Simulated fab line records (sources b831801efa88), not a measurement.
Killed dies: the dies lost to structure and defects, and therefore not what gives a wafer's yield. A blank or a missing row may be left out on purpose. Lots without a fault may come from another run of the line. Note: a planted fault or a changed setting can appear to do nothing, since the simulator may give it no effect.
fab line records / flow gf180mcu
[record] lots = 7 wafers = 21 last_day = 33
route steps=602 shown VT_IMPLANT@95
lots that met no fault: taken from a fault-free run of the same line
start_h: hours from the record's first day to the start of the lot's first wafer shown / wait_h: how many hours have passed since the lot's step before this one / " unchanged from the row above / L1.1+2: a row that stands for several wafers / - no value, or no start given / * or withheld: withheld / < > ~ a bound
route shown NAME@n: NAME is a module with steps in the file, n the number in the route of the first one / usual: average and standard deviation across the fault-free wafers / same: alike in all rows / chamber/n: place in a boat / sites: readings site by site / _std_site: the standard deviation of these / _edge_site: outer sites' mean less inner sites' / radius_mm: for every site, how far away it sits from the centre of the wafer / mask NAME#n: copy n / behind: tool/chamber where the wafer was last shaped / hold: cause of the lot's hold/its duration in hours/its outcome / device: the n, p or np transistor that did not switch / end of line: tests of these same wafers at the route's end / a step with no rows: only its recipe / killed: dies lost to structure and defects at the first sort, not the wafer's yield / map: shows each die of a wafer: x if killed, . if not, _ if none is there
set.NAME: the setting that was run; set.NAME@STEP: the one run at that earlier step / model.NAME: the simulator's own value behind a step, which no gauge read
lots at some steps of the route; a table a step, a row a wafer
services: when a tool's chamber went out of use (start_h, in hours from the record's first day, below 0 if earlier), for how many hours, and the reason
[[steps]]
[step GF_VT_IMPLANT_PEB_05]
[recipe] temp_c = withheld time_s = * resist = NOVOLAK
[step GF_VT_IMPLANT_DEVELOP_06]
[recipe] develop_time_s = 60 dev_temp_c = 23
[step GF_VT_IMPLANT_OVL_MEAS_07]
[usual] VT_IMPLANT_OVL = 0.1/0.94
lot.wafer=L767.1 tool=overlay-02 chamber=- start_h=130.14 wait_h=0.1 VT_IMPLANT_OVL[nm]=1.4
lot.wafer=L767.3 tool=overlay-02 chamber=- start_h=130.14 wait_h=0.1 VT_IMPLANT_OVL[nm]=0.0
lot.wafer=L767.4 tool=overlay-02 chamber=- start_h=130.14 wait_h=0.1 VT_IMPLANT_OVL[nm]=0.1
lot.wafer=L773.4 tool=overlay-01 chamber=- start_h=164.61 wait_h=0.1 VT_IMPLANT_OVL[nm]=-0.1
lot.wafer=L773.5 tool=overlay-01 chamber=- start_h=164.61 wait_h=0.1 VT_IMPLANT_OVL[nm]=1.5
lot.wafer=L773.6 tool=overlay-01 chamber=- start_h=164.61 wait_h=0.1 VT_IMPLANT_OVL[nm]=0.1
lot.wafer=L774.3 tool=overlay-01 chamber=- start_h=170.12 wait_h=0.1 VT_IMPLANT_OVL[nm]=0.1
lot.wafer=L774.5 tool=overlay-01 chamber=- start_h=170.12 wait_h=0.1 VT_IMPLANT_OVL[nm]=0.0
lot.wafer=L774.6 tool=overlay-01 chamber=- start_h=170.12 wait_h=0.1 VT_IMPLANT_OVL[nm]=0.0
lot.wafer=L775.1 tool=overlay-01 chamber=- start_h=174.91 wait_h=0.1 VT_IMPLANT_OVL[nm]=0.0
lot.wafer=L775.5 tool=overlay-01 chamber=- start_h=174.91 wait_h=0.1 VT_IMPLANT_OVL[nm]=0.1
lot.wafer=L775.6 tool=overlay-01 chamber=- start_h=174.91 wait_h=0.1 VT_IMPLANT_OVL[nm]=-1.2
lot.wafer=L779.1 tool=overlay-01 chamber=- start_h=198.21 wait_h=0.1 VT_IMPLANT_OVL[nm]=-0.2
lot.wafer=L779.3 tool=overlay-01 chamber=- start_h=198.21 wait_h=0.1 VT_IMPLANT_OVL[nm]=-1.9
lot.wafer=L779.6 tool=overlay-01 chamber=- start_h=198.21 wait_h=0.1 VT_IMPLANT_OVL[nm]=-0.6
lot.wafer=L780.4 tool=overlay-01 chamber=- start_h=203.26 wait_h=0.1 VT_IMPLANT_OVL[nm]=0.0
lot.wafer=L780.5 tool=overlay-01 chamber=- start_h=203.26 wait_h=0.1 VT_IMPLANT_OVL[nm]=0.9
lot.wafer=L780.6 tool=overlay-01 chamber=- start_h=203.26 wait_h=0.1 VT_IMPLANT_OVL[nm]=1.5
lot.wafer=L786.2 tool=overlay-01 chamber=- start_h=240.35 wait_h=0.1 VT_IMPLANT_OVL[nm]=0.2
lot.wafer=L786.3 tool=overlay-01 chamber=- start_h=240.35 wait_h=0.1 VT_IMPLANT_OVL[nm]=0.6
lot.wafer=L786.4 tool=overlay-01 chamber=- start_h=240.35 wait_h=0.1 VT_IMPLANT_OVL[nm]=1.6
[step GF_VT_IMPLANT_IMPLANT_08]
[recipe] species = BF2 energy_kev = 20 dose_cm2 = 8.29e+12 tilt_deg = 6.553
[step GF_VT_IMPLANT_STRIP_09]
[recipe] chemistry = O2/N2 power_w = 1400 pressure_mtorr = 1500 platen_temp_c = 250 o2_flow_sccm = 3000 n2_flow_sccm = 300 overash_fraction = 0.5
[usual] drypump_motor_current_A = 5.8/0.34 heater_power_w = 324/13 oes_product_au = 0.716/0.0045 strip_time_to_endpoint_s = 12.59/0.032
lot.wafer=L767.1 tool=plasma_asher-03 chamber=0 start_h=130.33 wait_h=0.1 drypump_motor_current_A=6.2 heater_power_w=305 oes_product_au=0.713 rf_hours_counter_h=30 strip_time_to_endpoint_s=12.59
lot.wafer=L767.3 tool=plasma_asher-03 chamber=1 start_h=130.33 wait_h=0.1 drypump_motor_current_A=5.5 heater_power_w=325 oes_product_au=0.719 rf_hours_counter_h=- strip_time_to_endpoint_s=12.63
lot.wafer=L767.4 tool=plasma_asher-03 chamber=0 start_h=130.33 wait_h=0.1 drypump_motor_current_A=6.2 heater_power_w=298 oes_product_au=0.720 rf_hours_counter_h=- strip_time_to_endpoint_s=12.59
lot.wafer=L773.4 tool=plasma_asher-04 chamber=1 start_h=164.81 wait_h=0.1 drypump_motor_current_A=5.5 heater_power_w=310 oes_product_au=0.718 rf_hours_counter_h=- strip_time_to_endpoint_s=12.57
lot.wafer=L773.5 tool=plasma_asher-04 chamber=1 start_h=164.81 wait_h=0.1 drypump_motor_current_A=5.5 heater_power_w=316 oes_product_au=0.718 rf_hours_counter_h=- strip_time_to_endpoint_s=12.55
lot.wafer=L773.6 tool=plasma_asher-04 chamber=0 start_h=164.81 wait_h=0.1 drypump_motor_current_A=5.8 heater_power_w=340 oes_product_au=0.720 rf_hours_counter_h=- strip_time_to_endpoint_s=12.52
lot.wafer=L774.3 tool=plasma_asher-02 chamber=0 start_h=170.33 wait_h=0.1 drypump_motor_current_A=6.2 heater_power_w=326 oes_product_au=0.719 rf_hours_counter_h=- strip_time_to_endpoint_s=12.59
lot.wafer=L774.5 tool=plasma_asher-02 chamber=1 start_h=170.33 wait_h=0.1 drypump_motor_current_A=5.5 heater_power_w=335 oes_product_au=0.712 rf_hours_counter_h=- strip_time_to_endpoint_s=12.56
lot.wafer=L774.6 tool=plasma_asher-02 chamber=0 start_h=170.33 wait_h=0.1 drypump_motor_current_A=6.2 heater_power_w=335 oes_product_au=0.719 rf_hours_counter_h=- strip_time_to_endpoint_s=12.56
lot.wafer=L775.1 tool=plasma_asher-02 chamber=0 start_h=175.10 wait_h=0.1 drypump_motor_current_A=6.2 heater_power_w=334 oes_product_au=0.716 rf_hours_counter_h=50 strip_time_to_endpoint_s=12.50
lot.wafer=L775.5 tool=plasma_asher-02 chamber=0 start_h=175.10 wait_h=0.1 drypump_motor_current_A=6.2 heater_power_w=333 oes_product_au=0.711 rf_hours_counter_h=- strip_time_to_endpoint_s=12.54
lot.wafer=L775.6 tool=plasma_asher-02 chamber=1 start_h=175.10 wait_h=0.1 drypump_motor_current_A=5.5 heater_power_w=330 oes_product_au=0.721 rf_hours_counter_h=- strip_time_to_endpoint_s=12.54
lot.wafer=L779.1 tool=plasma_asher-04 chamber=0 start_h=198.40 wait_h=0.1 drypump_motor_current_A=5.8 heater_power_w=339 oes_product_au=0.714 rf_hours_counter_h=9 strip_time_to_endpoint_s=12.63
lot.wafer=L779.3 tool=plasma_asher-04 chamber=1 start_h=198.40 wait_h=0.1 drypump_motor_current_A=5.5 heater_power_w=317 oes_product_au=0.712 rf_hours_counter_h=- strip_time_to_endpoint_s=12.63
lot.wafer=L779.6 tool=plasma_asher-04 chamber=1 start_h=198.40 wait_h=0.1 drypump_motor_current_A=5.5 heater_power_w=310 oes_product_au=0.721 rf_hours_counter_h=- strip_time_to_endpoint_s=12.59
lot.wafer=L780.4 tool=plasma_asher-03 chamber=1 start_h=203.46 wait_h=0.1 drypump_motor_current_A=5.5 heater_power_w=334 oes_product_au=0.717 rf_hours_counter_h=- strip_time_to_endpoint_s=12.67
lot.wafer=L780.5 tool=plasma_asher-03 chamber=0 start_h=203.46 wait_h=0.1 drypump_motor_current_A=6.2 heater_power_w=302 oes_product_au=0.724 rf_hours_counter_h=- strip_time_to_endpoint_s=12.58
lot.wafer=L780.6 tool=plasma_asher-03 chamber=1 start_h=203.46 wait_h=0.1 drypump_motor_current_A=5.5 heater_power_w=328 oes_product_au=0.710 rf_hours_counter_h=- strip_time_to_endpoint_s=12.58
lot.wafer=L786.2 tool=plasma_asher-02 chamber=1 start_h=240.53 wait_h=0.1 drypump_motor_current_A=5.5 heater_power_w=321 oes_product_au=0.713 rf_hours_counter_h=56 strip_time_to_endpoint_s=12.59
lot.wafer=L786.3 tool=plasma_asher-02 chamber=0 start_h=240.53 wait_h=0.1 drypump_motor_current_A=6.3 heater_power_w=339 oes_product_au=0.717 rf_hours_counter_h=- strip_time_to_endpoint_s=12.56
lot.wafer=L786.4 tool=plasma_asher-02 chamber=1 start_h=240.53 wait_h=0.1 drypump_motor_current_A=5.5 heater_power_w=331 oes_product_au=0.714 rf_hours_counter_h=- strip_time_to_endpoint_s=12.64
[step GF_VT_IMPLANT_TW_MEAS_10]
[usual] VT_IMPLANT_TW = 563/4.6
lot.wafer=L767.1 tool=film_metro-02 chamber=- start_h=130.43 wait_h=0.1 VT_IMPLANT_TW=567
lot.wafer=L767.3 tool=film_metro-02 chamber=- start_h=130.43 wait_h=0.1 VT_IMPLANT_TW=565
lot.wafer=L767.4 tool=film_metro-02 chamber=- start_h=130.43 wait_h=0.1 VT_IMPLANT_TW=569
lot.wafer=L773.4 tool=film_metro-03 chamber=- start_h=164.91 wait_h=0.1 VT_IMPLANT_TW=558
lot.wafer=L773.5 tool=film_metro-03 chamber=- start_h=164.91 wait_h=0.1 VT_IMPLANT_TW=557
lot.wafer=L773.6 tool=film_metro-03 chamber=- start_h=164.91 wait_h=0.1 VT_IMPLANT_TW=557
lot.wafer=L774.3 tool=film_metro-02 chamber=- start_h=170.42 wait_h=0.1 VT_IMPLANT_TW=566
lot.wafer=L774.5 tool=film_metro-02 chamber=- start_h=170.42 wait_h=0.1 VT_IMPLANT_TW=562
lot.wafer=L774.6 tool=film_metro-02 chamber=- start_h=170.42 wait_h=0.1 VT_IMPLANT_TW=570
lot.wafer=L775.1 tool=film_metro-02 chamber=- start_h=175.20 wait_h=0.1 VT_IMPLANT_TW=563
lot.wafer=L775.5 tool=film_metro-02 chamber=- start_h=175.20 wait_h=0.1 VT_IMPLANT_TW=564
lot.wafer=L775.6 tool=film_metro-02 chamber=- start_h=175.20 wait_h=0.1 VT_IMPLANT_TW=567
lot.wafer=L779.1 tool=film_metro-01 chamber=- start_h=198.50 wait_h=0.1 VT_IMPLANT_TW=569
lot.wafer=L779.3 tool=film_metro-01 chamber=- start_h=198.50 wait_h=0.1 VT_IMPLANT_TW=568
lot.wafer=L779.6 tool=film_metro-01 chamber=- start_h=198.50 wait_h=0.1 VT_IMPLANT_TW=570
lot.wafer=L780.4 tool=film_metro-03 chamber=- start_h=203.56 wait_h=0.1 VT_IMPLANT_TW=557
lot.wafer=L780.5 tool=film_metro-03 chamber=- start_h=203.56 wait_h=0.1 VT_IMPLANT_TW=560
lot.wafer=L780.6 tool=film_metro-03 chamber=- start_h=203.56 wait_h=0.1 VT_IMPLANT_TW=561
lot.wafer=L786.2 tool=film_metro-03 chamber=- start_h=240.64 wait_h=0.1 VT_IMPLANT_TW=562
lot.wafer=L786.3 tool=film_metro-03 chamber=- start_h=240.64 wait_h=0.1 VT_IMPLANT_TW=560
lot.wafer=L786.4 tool=film_metro-03 chamber=- start_h=240.64 wait_h=0.1 VT_IMPLANT_TW=564
[step GF_VT_IMPLANT_DEHYDRATE_11]
[recipe] temp_c = 200 time_s = 60
[step GF_VT_IMPLANT_HMDS_12]
[recipe] prime_time_s = 60 prime_temp_c = 120
[step GF_VT_IMPLANT_COAT_13]
[recipe] resist = NOVOLAK spin_rpm = 3000 resist_thk_nm = 1000
[step GF_VT_IMPLANT_SOFTBAKE_14]
[recipe] temp_c = 90 time_s = 60 resist = NOVOLAK
[step GF_VT_IMPLANT_EXPOSE_15]
[recipe] mask_id = Nwell_LV_AREA target_cd_nm = 860 na = 0.6 source_shape = conventional sigma_outer = 0.6 dose_mj = 140
[step GF_VT_IMPLANT_PEB_16]
[recipe] temp_c = withheld time_s = * resist = NOVOLAK
[step GF_VT_IMPLANT_DEVELOP_17]
[recipe] develop_time_s = 60 dev_temp_c = 23
[usual] chill_plate_temp_C = 23.02/0.1 develop_time_s = 60/0
lot.wafer=L767.1 tool=litho_track-01 chamber=0 start_h=145.59 wait_h=0.1 chill_plate_temp_C=22.98 develop_time_s=60
lot.wafer=L767.3 tool=litho_track-01 chamber=0 start_h=145.59 wait_h=0.1 chill_plate_temp_C=22.99 develop_time_s=60
lot.wafer=L767.4 tool=litho_track-01 chamber=0 start_h=145.59 wait_h=0.1 chill_plate_temp_C=22.98 develop_time_s=60
lot.wafer=L773.4 tool=litho_track-02 chamber=- start_h=181.48 wait_h=0.1 chill_plate_temp_C=- develop_time_s=-
lot.wafer=L773.5 tool=litho_track-02 chamber=- start_h=181.48 wait_h=0.1 chill_plate_temp_C=- develop_time_s=-
lot.wafer=L773.6 tool=litho_track-02 chamber=- start_h=181.48 wait_h=0.1 chill_plate_temp_C=- develop_time_s=-
lot.wafer=L774.3 tool=litho_track-01 chamber=- start_h=186.24 wait_h=0.1 chill_plate_temp_C=- develop_time_s=-
lot.wafer=L774.5 tool=litho_track-01 chamber=- start_h=186.24 wait_h=0.1 chill_plate_temp_C=- develop_time_s=-
lot.wafer=L774.6 tool=litho_track-01 chamber=- start_h=186.24 wait_h=0.1 chill_plate_temp_C=- develop_time_s=-
lot.wafer=L775.1 tool=litho_track-03 chamber=- start_h=191.04 wait_h=0.1 chill_plate_temp_C=- develop_time_s=-
lot.wafer=L775.5 tool=litho_track-03 chamber=- start_h=191.04 wait_h=0.1 chill_plate_temp_C=- develop_time_s=-
lot.wafer=L775.6 tool=litho_track-03 chamber=- start_h=191.04 wait_h=0.1 chill_plate_temp_C=- develop_time_s=-
lot.wafer=L779.1 tool=litho_track-03 chamber=0 start_h=216.09 wait_h=0.1 chill_plate_temp_C=23.17 develop_time_s=60
lot.wafer=L779.3 tool=litho_track-03 chamber=0 start_h=216.09 wait_h=0.1 chill_plate_temp_C=23.09 develop_time_s=60
lot.wafer=L779.6 tool=litho_track-03 chamber=0 start_h=216.09 wait_h=0.1 chill_plate_temp_C=23.03 develop_time_s=60
lot.wafer=L780.4 tool=litho_track-02 chamber=0 start_h=220.63 wait_h=0.1 chill_plate_temp_C=23.08 develop_time_s=60
lot.wafer=L780.5 tool=litho_track-02 chamber=0 start_h=220.63 wait_h=0.1 chill_plate_temp_C=22.89 develop_time_s=60
lot.wafer=L780.6 tool=litho_track-02 chamber=0 start_h=220.63 wait_h=0.1 chill_plate_temp_C=22.79 develop_time_s=60
lot.wafer=L786.2 tool=litho_track-01 chamber=0 start_h=258.97 wait_h=0.1 chill_plate_temp_C=23.08 develop_time_s=60
lot.wafer=L786.3 tool=litho_track-01 chamber=0 start_h=258.97 wait_h=0.1 chill_plate_temp_C=23.15 develop_time_s=60
lot.wafer=L786.4 tool=litho_track-01 chamber=0 start_h=258.97 wait_h=0.1 chill_plate_temp_C=23.06 develop_time_s=60
[step GF_VT_IMPLANT_OVL_MEAS_18]
[usual] VT_IMPLANT_01_OVL = -0.1/1.2
lot.wafer=L767.1 tool=overlay-01 chamber=- start_h=145.74 wait_h=0.1 VT_IMPLANT_01_OVL[nm]=-0.3
lot.wafer=L767.3 tool=overlay-01 chamber=- start_h=145.74 wait_h=0.1 VT_IMPLANT_01_OVL[nm]=0.3
lot.wafer=L767.4 tool=overlay-01 chamber=- start_h=145.74 wait_h=0.1 VT_IMPLANT_01_OVL[nm]=0.9
lot.wafer=L773.4 tool=overlay-01 chamber=- start_h=181.58 wait_h=0.1 VT_IMPLANT_01_OVL[nm]=-
lot.wafer=L773.5 tool=overlay-01 chamber=- start_h=181.58 wait_h=0.1 VT_IMPLANT_01_OVL[nm]=-
lot.wafer=L773.6 tool=overlay-01 chamber=- start_h=181.58 wait_h=0.1 VT_IMPLANT_01_OVL[nm]=-
lot.wafer=L774.3 tool=overlay-01 chamber=- start_h=186.36 wait_h=0.1 VT_IMPLANT_01_OVL[nm]=-
lot.wafer=L774.5 tool=overlay-01 chamber=- start_h=186.36 wait_h=0.1 VT_IMPLANT_01_OVL[nm]=-
lot.wafer=L774.6 tool=overlay-01 chamber=- start_h=186.36 wait_h=0.1 VT_IMPLANT_01_OVL[nm]=-
lot.wafer=L775.1 tool=overlay-01 chamber=- start_h=191.19 wait_h=0.1 VT_IMPLANT_01_OVL[nm]=-
lot.wafer=L775.5 tool=overlay-01 chamber=- start_h=191.19 wait_h=0.1 VT_IMPLANT_01_OVL[nm]=-
lot.wafer=L775.6 tool=overlay-01 chamber=- start_h=191.19 wait_h=0.1 VT_IMPLANT_01_OVL[nm]=-
lot.wafer=L779.1 tool=overlay-02 chamber=- start_h=216.24 wait_h=0.1 VT_IMPLANT_01_OVL[nm]=-0.7
lot.wafer=L779.3 tool=overlay-02 chamber=- start_h=216.24 wait_h=0.1 VT_IMPLANT_01_OVL[nm]=0.3
lot.wafer=L779.6 tool=overlay-02 chamber=- start_h=216.24 wait_h=0.1 VT_IMPLANT_01_OVL[nm]=-0.5
lot.wafer=L780.4 tool=overlay-02 chamber=- start_h=220.73 wait_h=0.1 VT_IMPLANT_01_OVL[nm]=0.1
lot.wafer=L780.5 tool=overlay-02 chamber=- start_h=220.73 wait_h=0.1 VT_IMPLANT_01_OVL[nm]=0.5
lot.wafer=L780.6 tool=overlay-02 chamber=- start_h=220.73 wait_h=0.1 VT_IMPLANT_01_OVL[nm]=-0.9
lot.wafer=L786.2 tool=overlay-01 chamber=- start_h=259.10 wait_h=0.1 VT_IMPLANT_01_OVL[nm]=0.6
lot.wafer=L786.3 tool=overlay-01 chamber=- start_h=259.10 wait_h=0.1 VT_IMPLANT_01_OVL[nm]=1.5
lot.wafer=L786.4 tool=overlay-01 chamber=- start_h=259.10 wait_h=0.1 VT_IMPLANT_01_OVL[nm]=1.8
[[services]]
tool=plasma_asher-04 chamber=- start_h=108.75 hours=9.0 kind=pm
tool=plasma_asher-04 chamber=0 start_h=108.75 hours=9.0 kind=vent_cycle
tool=plasma_asher-04 chamber=1 start_h=108.75 hours=9.0 kind=vent_cycle
tool=plasma_asher-04 chamber=0 start_h=117.75 hours=- kind=clean
tool=plasma_asher-04 chamber=1 start_h=117.75 hours=- kind=clean
tool=plasma_asher-02 chamber=- start_h=135.14 hours=14.6 kind=pm
tool=plasma_asher-04 chamber=- start_h=157.97 hours=3.4 kind=repair
tool=plasma_asher-02 chamber=- start_h=189.21 hours=3.8 kind=repair
tool=plasma_asher-02 chamber=- start_h=195.15 hours=5.9 kind=repair
tool=plasma_asher-02 chamber=- start_h=218.33 hours=1.9 kind=repair
[[key]]
[first_sign] step = GF_VT_IMPLANT_DEVELOP_17 reading = tool_record direction = missing
effect none on later readings
met_at GF_VT_IMPLANT_DEVELOP_17
struck_wafers L773.4,L773.5,L773.6,L774.3,L774.5,L774.6,L775.1,L775.5,L775.6
later_rows_left_out L773.4,L773.5,L773.6,L774.3,L774.5,L774.6,L775.1,L775.5,L775.6
sort_left_out L773.4,L773.5,L773.6,L774.3,L774.5,L774.6,L775.1,L775.5,L775.6
tester_left_out L773,L774,L775
onset_between 145.59 181.48
[fault] kind = skipped_step_whole tool = litho_track-01,litho_track-02,litho_track-03 chamber = - onset_h = 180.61 steps = GF_VT_IMPLANT_DEVELOP_17 scope = struck_lots_only
// tester_left_out: of these lots the tester's yield and bins aren't shown, on N5 and GAA mostly nor the transistor test; their killed dies are dies lost to structure and defects alone, not to doping, threshold or leakage, so they don't give the yield
// sort_left_out: the simulated sort isn't trusted on such a fault, so these wafers' sort isn't shown, and their yield isn't known
// later_rows_left_out: the simulator's readings of these wafers behind a module that went badly wrong aren't trusted and aren't shown, but for the sort
